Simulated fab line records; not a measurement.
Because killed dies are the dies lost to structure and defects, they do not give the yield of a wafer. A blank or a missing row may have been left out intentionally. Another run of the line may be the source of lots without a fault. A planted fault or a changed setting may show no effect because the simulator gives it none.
fab line records	flow sky130
[record] lots = 15	wafers = 45	last_day = 50
route steps=708 shown FIELD_ISO@28 PWDE@84 VT_ADJUST_HVTR@142 GATE_OXIDE@188
lots untouched by any fault: they come from a run of this same line in which no faults occurred
start_h: the number of hours between the record's first day and the start of the first shown wafer of the lot	wait_h: hours from the lot's prior step to this one	" unchanged from the row above	L1.1+2: a single row standing in for several wafers	- no value, or no start given	* or withheld: withheld	< > ~ a bound
route shown NAME@n: NAME is a module with steps in the file, n the number in the route of the first one	usual: mean/standard deviation taken from wafers without a fault	same: alike in all rows	chamber/n: place in a boat	sites: each site's reading	_std_site: standard deviation of those values	_edge_site: mean of outer sites minus mean of inner sites	radius_mm: how far each site lies from the wafer's centre	mask NAME#n: copy n	behind: the most recent tool/chamber to have shaped the wafer	hold: cause of the lot's hold/its duration in hours/its outcome	device: the n, p or np transistor that did not switch	end of line: the same wafers' tests at the end of the route	step lacking rows: just its recipe	killed: count of dies lost to structure and defects at first sort (not the wafer's yield)	map: shows each die of a wafer: x if killed, . if not, _ if none is there
set.NAME: the setting the step ran with; set.NAME@STEP: the setting that earlier step ran with	model.NAME: the simulator's own value behind a step, which no gauge read
steps of the route over a sample of lots; a table a step, a row a wafer
services: a tool's chamber out of use, with start hour (start_h, from the record's first day; less than 0 if before it), hours out, and reason
[[steps]]
[step SKY_FIELD_ISO_CMP_27]
[recipe] stop_on = Si3N4	t_overpolish_s = 16	down_force_psi = 4	platen_rpm = 60	target_thk_nm = 457.8	pad_velocity_m_s = 0.94248
[usual] motor_current_A = 12.8/1.1	overpolish_run_s = 16.001/0.0085	slurry_flow_ml_min = 150.1/0.5	time_to_endpoint_s = 110/5.6
lot.wafer	tool	chamber	start_h	wait_h	motor_current_A	overpolish_run_s	slurry_flow_ml_min	time_to_endpoint_s
L277.3	cmp-01	2	33.86	0.1	11.5	16.000	150.0	106
L277.4	"	3	"	"	13.1	16.009	149.9	111
L277.1	"	0	"	"	13.7	16.004	150.1	101
L278.1	cmp-01	0	40.71	0.1	13.5	15.986	149.6	107
L278.6	"	1	"	"	13.1	15.987	150.0	121
L278.5	"	2	"	"	11.3	15.996	150.8	108
L279.1	cmp-01	2	45.59	0.0	11.0	16.012	150.1	100
L279.3	"	0	"	"	13.5	15.997	150.2	100
L279.5	"	3	"	"	13.4	16.005	151.0	104
L281.2	cmp-01	2	61.32	0.1	11.4	15.991	150.0	109
L281.5	"	3	"	"	13.9	15.987	150.0	103
L281.6	"	0	"	"	14.7	15.995	149.9	102
L283.3	cmp-02	3	64.97	0.0	12.1	16.011	150.4	106
L283.2	"	0	"	"	11.9	16.003	150.6	103
L283.6	"	3	"	"	12.3	16.010	149.8	109
L284.2	cmp-01	3	69.55	0.1	12.6	15.993	150.5	115
L284.5	"	2	"	"	11.1	16.005	149.2	116
L284.6	"	3	"	"	12.8	15.992	150.2	112
L286.2	cmp-02	0	80.39	0.2	12.5	15.998	149.2	105
L286.5	"	2	"	"	11.3	16.005	149.9	114
L286.6	"	3	"	"	11.3	15.988	150.9	108
L287.4	cmp-01	3	84.60	0.1	12.9	16.001	149.9	109
L287.5	"	1	"	"	13.8	16.013	149.7	118
L287.6	"	2	"	"	11.1	16.013	150.0	115
L289.2	cmp-01	3	95.96	0.1	13.5	15.992	149.8	108
L289.1	"	0	"	"	13.6	16.013	150.6	103
L289.3	"	1	"	"	13.4	16.012	150.6	114
L290.1	cmp-02	1	105.74	0.1	13.2	16.003	149.8	125
L290.3	"	3	"	"	11.7	15.993	149.1	113
L290.6	"	1	"	"	12.6	15.996	150.0	124
L291.2	cmp-01	2	109.61	0.0	10.9	16.011	150.7	108
L291.1	"	3	"	"	13.0	16.002	150.2	110
L291.4	"	0	"	"	14.9	15.998	148.5	104
L292.3	cmp-01	0	113.68	0.1	13.6	15.990	150.0	110
L292.2	"	1	"	"	14.1	16.006	150.0	116
L292.6	"	0	"	"	13.6	15.996	150.2	102
L295.4	cmp-01	0	129.01	1.1	12.9	15.996	149.7	101
L295.3	"	1	"	"	14.2	16.009	149.5	119
L295.5	"	3	"	"	12.8	16.010	150.0	109
L299.4	cmp-02	3	152.76	0.1	13.3	16.008	150.4	103
L299.6	"	0	"	"	12.5	16.008	149.9	96
L299.5	"	1	"	"	13.0	15.985	150.2	110
L300.1	cmp-02	3	158.27	0.1	12.6	15.998	151.5	108
L300.6	"	2	"	"	11.4	15.998	149.6	106
L300.5	"	3	"	"	11.6	16.012	150.6	109
[step SKY_NWELL_RS_MEAS_31]
[recipe] thk_meas_gauge = four-point-probe
[usual] PWDE_RS = 5270/19
lot.wafer	tool	chamber	start_h	wait_h	PWDE_RS[ohm/sq]
L277.1	film_metro-01	-	106.85	0.1	5286
L277.3	"	-	"	"	5288
L277.4	"	-	"	"	5290
L278.1	film_metro-03	-	112.95	0.1	5274
L278.5	"	-	"	"	5253
L278.6	"	-	"	"	5271
L279.1	film_metro-03	-	119.83	0.1	5303
L279.3	"	-	"	"	5301
L279.5	"	-	"	"	5290
L281.2	film_metro-01	-	137.42	0.1	5293
L281.5	"	-	"	"	5292
L281.6	"	-	"	"	5263
L283.2	film_metro-03	-	141.20	0.1	5287
L283.3	"	-	"	"	5285
L283.6	"	-	"	"	5292
L284.2	film_metro-01	-	149.92	0.1	5259
L284.5	"	-	"	"	5267
L284.6	"	-	"	"	5232
L286.2	film_metro-03	-	160.28	0.1	5266
L286.5	"	-	"	"	5259
L286.6	"	-	"	"	5255
L287.4	film_metro-04	-	164.16	0.1	5269
L287.5	"	-	"	"	5281
L287.6	"	-	"	"	5257
L289.1	film_metro-04	-	178.22	0.1	5296
L289.2	"	-	"	"	5295
L289.3	"	-	"	"	5302
L290.1	film_metro-03	-	190.33	0.1	5268
L290.3	"	-	"	"	5289
L290.6	"	-	"	"	5251
L291.1	film_metro-04	-	194.28	0.1	5271
L291.2	"	-	"	"	5276
L291.4	"	-	"	"	5286
L292.2	film_metro-03	-	199.47	0.1	5264
L292.3	"	-	"	"	5262
L292.6	"	-	"	"	5272
L295.3	film_metro-01	-	215.04	0.1	5295
L295.4	"	-	"	"	5284
L295.5	"	-	"	"	5282
L299.4	film_metro-04	-	239.66	0.1	5282
L299.5	"	-	"	"	5281
L299.6	"	-	"	"	5262
L300.1	film_metro-04	-	246.90	0.1	5244
L300.5	"	-	"	"	5239
L300.6	"	-	"	"	5254
[step SKY_VT_ADJUST_HVTR_TW_MEAS_11]
[usual] VT_ADJUST_HVTR_TW = 210.2/2.9
lot.wafer	tool	chamber	start_h	wait_h	VT_ADJUST_HVTR_TW
L277.1	film_metro-04	-	209.07	0.1	207.0
L277.3	"	-	"	"	207.2
L277.4	"	-	"	"	205.3
L278.1	film_metro-01	-	215.65	0.1	213.1
L278.5	"	-	"	"	212.8
L278.6	"	-	"	"	213.5
L279.1	film_metro-04	-	223.20	0.1	207.1
L279.3	"	-	"	"	207.7
L279.5	"	-	"	"	206.2
L281.2	film_metro-04	-	242.11	0.1	206.3
L281.5	"	-	"	"	206.3
L281.6	"	-	"	"	206.3
L283.2	film_metro-04	-	248.03	0.1	207.5
L283.3	"	-	"	"	207.0
L283.6	"	-	"	"	207.3
L284.2	film_metro-01	-	256.03	0.1	213.1
L284.5	"	-	"	"	214.3
L284.6	"	-	"	"	214.8
L286.2	film_metro-03	-	269.28	0.1	211.2
L286.5	"	-	"	"	211.1
L286.6	"	-	"	"	211.0
L287.4	film_metro-04	-	273.08	0.1	207.9
L287.5	"	-	"	"	206.7
L287.6	"	-	"	"	206.0
L289.1	film_metro-01	-	290.60	0.1	212.7
L289.2	"	-	"	"	212.5
L289.3	"	-	"	"	211.6
L290.1	film_metro-01	-	303.72	0.1	211.6
L290.3	"	-	"	"	212.0
L290.6	"	-	"	"	211.8
L291.1	film_metro-01	-	310.37	0.1	213.1
L291.2	"	-	"	"	211.9
L291.4	"	-	"	"	211.7
L292.2	film_metro-04	-	314.21	0.1	205.8
L292.3	"	-	"	"	207.2
L292.6	"	-	"	"	207.7
L295.3	film_metro-04	-	335.14	0.1	206.8
L295.4	"	-	"	"	206.4
L295.5	"	-	"	"	206.9
L299.4	film_metro-04	-	368.06	0.1	208.0
L299.5	"	-	"	"	207.0
L299.6	"	-	"	"	207.3
L300.1	film_metro-01	-	379.00	0.1	213.8
L300.5	"	-	"	"	212.3
L300.6	"	-	"	"	211.8
[step SKY_GATE_OXIDE_OXIDATION_01]
[recipe] temp_c = 900	ambient = O2	stabilise_s = 600	purge_s = 300	target_thk_a = 102.68	ox_time_s = 1473
[usual] spike_tc_bottom_C = 916.9/1.2	spike_tc_centre_C = 901.2/1.3	spike_tc_lower_C = 900.3/1.1	spike_tc_top_C = 913.1/2.5	spike_tc_upper_C = 900.4/0.99	tube_center_temp_C = 899.99/0.093	tube_center_temp_C_max = 902.4/0.37	zone_power_lower_pct = 17.15/0.16
lot.wafer	tool	chamber	start_h	wait_h	spike_tc_bottom_C	spike_tc_centre_C	spike_tc_lower_C	spike_tc_top_C	spike_tc_upper_C	tube_center_temp_C	tube_center_temp_C_max	zone_power_lower_pct
L277.1	furnace-02	0	282.70	0.7	916.9	899.8	899.0	909.2	901.8	899.98	902.1	16.94
L277.3	"	0	"	"	917.5	900.4	897.5	912.1	900.2	900.01	902.4	16.99
L277.4	"	0	"	"	917.4	900.6	899.2	911.1	901.8	899.96	902.6	17.03
L278.1	furnace-01	0	291.63	1.2	916.4	903.6	900.9	913.4	899.9	900.07	902.0	17.18
L278.5	"	0	"	"	917.0	903.1	901.9	914.6	901.1	900.18	902.5	17.34
L278.6	"	0	"	"	914.7	902.7	902.0	915.9	898.4	900.03	902.6	17.27
L279.1	furnace-02	0	299.63	1.1	917.4	900.4	899.4	909.9	899.2	899.91	902.2	17.43
L279.3	"	0	"	"	918.8	900.4	898.2	911.5	900.9	900.11	902.5	17.23
L279.5	"	0	"	"	917.4	901.7	899.1	911.5	901.2	899.96	902.3	17.44
L281.2	furnace-01	0	323.74	1.6	917.6	902.0	900.8	915.3	900.5	900.00	902.8	17.35
L281.5	"	0	"	"	916.0	903.1	901.0	915.8	901.6	899.98	902.8	16.97
L281.6	"	0	"	"	916.3	902.0	901.4	914.5	899.7	899.95	902.7	16.97
L283.2	furnace-02	0	328.10	0.8	918.4	900.8	896.9	909.3	900.3	899.91	902.0	17.02
L283.3	"	0	"	"	918.0	897.6	899.9	911.6	900.6	899.88	902.0	16.98
L283.6	"	0	"	"	917.9	901.3	900.4	910.5	899.3	899.92	902.4	17.10
L284.2	furnace-02	0	339.65	0.6	915.0	901.6	899.7	909.2	901.2	900.01	901.8	17.15
L284.5	"	0	"	"	917.8	902.0	899.1	910.7	900.2	900.04	902.6	17.21
L284.6	"	0	"	"	919.3	900.8	900.4	909.7	901.6	899.86	902.9	17.22
L286.2	furnace-02	0	355.51	0.5	919.1	898.9	899.8	911.7	901.7	900.03	901.9	17.06
L286.5	"	0	"	"	917.9	900.4	899.7	908.9	901.0	899.92	902.4	17.10
L286.6	"	0	"	"	917.2	899.8	899.2	911.9	901.5	900.06	902.3	17.05
L287.4	furnace-01	0	360.25	1.2	916.4	901.2	901.1	915.0	900.4	900.04	901.8	16.93
L287.5	"	0	"	"	916.8	904.2	899.8	912.9	899.8	899.93	902.9	17.21
L287.6	"	0	"	"	916.5	902.4	900.4	914.9	900.4	899.99	902.2	17.32
L289.1	furnace-01	0	375.32	0.2	915.0	901.4	902.4	914.2	901.9	899.99	901.7	16.87
L289.2	"	0	"	"	918.1	902.0	902.4	913.9	899.4	899.91	901.9	16.98
L289.3	"	0	"	"	915.4	900.3	901.3	916.4	901.5	899.93	902.3	16.86
L290.1	furnace-01	0	394.07	1.1	897.4	882.0	879.5	895.1	879.4	879.84	882.8	16.55
L290.3	"	0	"	"	895.2	879.9	880.2	896.5	881.3	880.02	882.6	16.39
L290.6	"	0	"	"	896.1	881.0	880.5	895.8	879.4	879.87	883.1	16.73
L291.1	furnace-01	0	400.73	1.4	895.5	881.0	880.5	896.5	879.4	879.81	881.8	16.16
L291.2	"	0	"	"	895.7	882.0	880.9	896.1	881.3	879.81	881.8	16.52
L291.4	"	0	"	"	896.8	882.3	879.4	895.2	880.4	879.81	881.9	16.48
L292.2	furnace-01	0	404.89	0.7	896.7	881.3	879.7	893.6	879.9	879.83	882.1	16.33
L292.3	"	0	"	"	896.0	882.8	879.6	895.8	880.0	879.95	882.0	16.11
L292.6	"	0	"	"	897.1	882.6	882.2	896.3	879.1	879.89	882.1	16.32
L295.3	furnace-02	0	428.45	0.0	916.4	899.2	900.2	910.6	899.6	900.09	902.8	17.24
L295.4	"	0	"	"	918.2	901.2	898.0	910.1	900.4	900.05	902.7	17.28
L295.5	"	0	"	"	918.1	899.1	899.6	912.3	900.6	899.99	902.4	17.65
L299.4	furnace-02	0	463.88	0.0	917.4	898.9	901.8	910.5	898.2	900.01	902.7	17.19
L299.5	"	0	"	"	918.5	900.6	900.7	912.0	900.0	900.20	903.3	17.30
L299.6	"	0	"	"	917.7	899.7	900.6	910.6	901.2	900.05	902.7	17.06
L300.1	furnace-02	0	475.88	0.0	916.3	899.2	900.6	911.0	899.0	900.09	902.7	17.21
L300.5	"	0	"	"	918.6	899.9	899.9	911.1	901.0	900.06	902.4	16.83
L300.6	"	0	"	"	919.2	900.0	901.4	912.2	898.7	899.92	902.2	17.09
[step SKY_GATE_OXIDE_THK_MEAS_02]
[recipe] reads = SiO2_of_GATE_OXIDE_OXIDATION_01
[usual] GATE_OXIDE_OXIDATION_00_THK = 10.38/0.2
lot.wafer	tool	chamber	start_h	wait_h	GATE_OXIDE_OXIDATION_00_THK[nm]
L277.1	film_metro-04	-	284.11	0.0	10.79
L277.3	"	-	"	"	10.68
L277.4	"	-	"	"	10.61
L278.1	film_metro-03	-	293.04	0.0	10.54
L278.5	"	-	"	"	10.47
L278.6	"	-	"	"	10.45
L279.1	film_metro-01	-	301.04	0.0	10.10
L279.3	"	-	"	"	10.19
L279.5	"	-	"	"	10.34
L281.2	film_metro-01	-	325.16	0.0	10.30
L281.5	"	-	"	"	10.32
L281.6	"	-	"	"	10.34
L283.2	film_metro-01	-	329.52	0.0	10.34
L283.3	"	-	"	"	10.25
L283.6	"	-	"	"	10.14
L284.2	film_metro-04	-	341.07	0.0	10.70
L284.5	"	-	"	"	10.42
L284.6	"	-	"	"	10.70
L286.2	film_metro-03	-	356.93	0.0	10.51
L286.5	"	-	"	"	10.51
L286.6	"	-	"	"	10.50
L287.4	film_metro-03	-	361.69	0.0	10.21
L287.5	"	-	"	"	10.33
L287.6	"	-	"	"	10.34
L289.1	film_metro-03	-	376.73	0.0	10.40
L289.2	"	-	"	"	10.52
L289.3	"	-	"	"	10.49
L290.1	film_metro-04	-	395.47	0.0	8.49
L290.3	"	-	"	"	8.40
L290.6	"	-	"	"	8.40
L291.1	film_metro-04	-	402.14	0.0	8.00
L291.2	"	-	"	"	8.00
L291.4	"	-	"	"	7.97
L292.2	film_metro-04	-	406.31	0.0	8.41
L292.3	"	-	"	"	8.50
L292.6	"	-	"	"	8.53
L295.3	film_metro-04	-	429.88	0.0	10.02
L295.4	"	-	"	"	10.35
L295.5	"	-	"	"	10.26
L299.4	film_metro-01	-	465.32	0.0	10.05
L299.5	"	-	"	"	10.20
L299.6	"	-	"	"	10.09
L300.1	film_metro-04	-	477.29	0.0	10.17
L300.5	"	-	"	"	10.24
L300.6	"	-	"	"	10.11
[[services]]
tool	chamber	start_h	hours	kind
cmp-02	-	11.88	0.9	repair
furnace-02	-	50.66	2.5	pm
cmp-01	-	64.00	4.0	pm
furnace-02	-	98.57	3.5	pm
cmp-01	-	104.21	0.3	repair
cmp-01	-	118.55	0.7	repair
cmp-01	-	126.70	1.9	repair
furnace-01	-	144.99	3.5	pm
cmp-01	-	158.78	1.3	repair
cmp-01	-	161.86	1.6	repair
cmp-01	-	174.44	1.4	repair
furnace-02	-	184.66	52.2	pm
furnace-01	-	239.80	5.0	pm
furnace-02	-	270.51	3.1	pm
cmp-01	-	284.49	0.2	repair
cmp-01	-	296.95	4.6	pm
cmp-01	-	302.48	1.0	repair
furnace-01	-	312.81	2.8	pm
cmp-01	-	330.51	2.3	repair
cmp-01	-	384.22	1.4	repair
cmp-01	-	393.41	0.7	repair
cmp-01	-	404.05	4.0	pm
cmp-01	-	418.97	1.5	repair
furnace-02	-	434.05	3.5	pm
[[key]]
[first_sign] step = SKY_GATE_OXIDE_OXIDATION_01	reading = tube_center_temp_C	direction = down	sigmas = 99+	usual = *	struck = *
[effect] step = SKY_GATE_OXIDE_OXIDATION_01	reading = tube_center_temp_C_max	direction = down	sigmas = 54	usual = *	struck = *
[effect] step = SKY_GATE_OXIDE_THK_MEAS_02	reading = GATE_OXIDE_OXIDATION_00_THK	direction = down	sigmas = 10	usual = 10.38	struck = 8.30
met_at SKY_GATE_OXIDE_OXIDATION_01
struck_lots L290,L291,L292
sort_left_out L291.1,L291.2,L291.4
tester_left_out L290,L291,L292
not_acting_at SKY_FIELD_ISO_CMP_27,SKY_NWELL_RS_MEAS_31,SKY_VT_ADJUST_HVTR_TW_MEAS_11
onset_between 375.32 394.07
[fault] kind = process_parameter_drift	tool = furnace-01	chamber = -	onset_h = 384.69	steps = SKY_GATE_OXIDE_OXIDATION_01	channel = temp_c	offset = *	shape = step	end_h = 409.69	acts_in = *	stated = *
// tester_left_out: of these lots the tester's yield and bins aren't shown, on N5 and GAA mostly nor the transistor test; their killed dies are dies lost to structure and defects alone, not to doping, threshold or leakage, so they don't give the yield
// sort_left_out: the simulated sort isn't trusted on such a fault, so these wafers' sort isn't shown, and their yield isn't known
